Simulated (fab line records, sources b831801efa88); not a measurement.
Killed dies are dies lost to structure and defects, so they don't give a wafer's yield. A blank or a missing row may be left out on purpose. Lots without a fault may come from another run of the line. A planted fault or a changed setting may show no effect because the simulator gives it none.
Problem report in the 8D (eight disciplines) form, filled by code | flow sky130 | the parts of the form that need people (team, actions taken, sign-off) are left out

1. THE PROBLEM
heater_power_total_W at SKY_GATE_OXIDE_SOFTBAKE_06 reads a mean of 67.31 W on 6 wafers of 2 lots; wafers without a fault read 56.59 W with a standard deviation of 0.047. That is +99 or more standard deviations from the usual mean.
The step: time 60 s.
First seen on wafer L185.1, day 15 12:37, on litho_track-01. The record holds 39 wafers of 13 lots with a number at this step. Rule for "out", or "out of limits": more than 4 standard deviations from the usual mean. The other wafers with a number count as sound.

2. WHAT IT IS AND WHAT IT IS NOT
question                    | is                                 | is not
which readings at this step | heater_power_total_W, plate_temp_C | -
which lots                  | L185, L188                         | L178, L179, L182, L184, L186, L187, L192, L195, L197, L198, L200
which wafers of those lots  | all that have a number             | -
read on which tools         | litho_track-01                     | litho_track-02, litho_track-04
when                        | from day 15 12:37                  | up to then (12 sound wafers); but 21 sound wafers of L186, L187, L192, L195, L197, L198, L200 came after

3. SUSPECTS, AND WHAT RULES EACH OUT
Counting: a tool at a process step up to the reading stays a suspect if it ran every lot that is out and no sound lot after the first of them.
- litho_track-01 at SKY_GATE_OXIDE_SOFTBAKE_06 (time 60 s): ruled out as a lasting fault. Sound lots L198, L197, L200 ran on it after its first lot that is out, L185 (day 15 12:37).
Left after counting: nothing in the record.

4. THE CAUSE (what the simulator had put in)
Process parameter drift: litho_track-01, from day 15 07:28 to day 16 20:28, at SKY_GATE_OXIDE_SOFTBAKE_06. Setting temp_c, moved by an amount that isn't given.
Counting ruled it out, wrongly.

5. THE CHAIN OF EFFECTS, in route order
Each row: a reading whose mean over the struck wafers that have a number lies more than 3 standard deviations from the usual. Only readings for which the record gives a usual standard deviation are gone through. hours: the time from each lot's start at the first step in this table that gives one to its start at this step, as a median over the lots. sigmas: the change in usual standard deviations.
hours | step                       | reading                  | usual   | on struck wafers | change | sigmas
0     | SKY_GATE_OXIDE_SOFTBAKE_06 | heater_power_total_W     | 56.59 W | 67.31            | +10.72 | +99 or more
0     | SKY_GATE_OXIDE_SOFTBAKE_06 | plate_temp_C             | 90.01 C | 101.87           | +11.86 | +99
14    | SKY_GATE_OXIDE_STRIP_13    | strip_time_to_endpoint_s | 14.18 s | 13.75            | -0.43  | -10
The process steps in it:
- SKY_GATE_OXIDE_SOFTBAKE_06: time 60 s.
- SKY_GATE_OXIDE_STRIP_13: strips in O2/N2.
Later measuring or inspecting steps at which every struck wafer that the step has a row for has a number for every such reading, and none has moved that far: SKY_POLY_GATE_CD_MEAS_13.

6. WHAT WOULD HAVE CAUGHT IT SOONER
In this record the first reading out of limits was taken at day 15 12:37, 5 hours after the fault began at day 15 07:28.
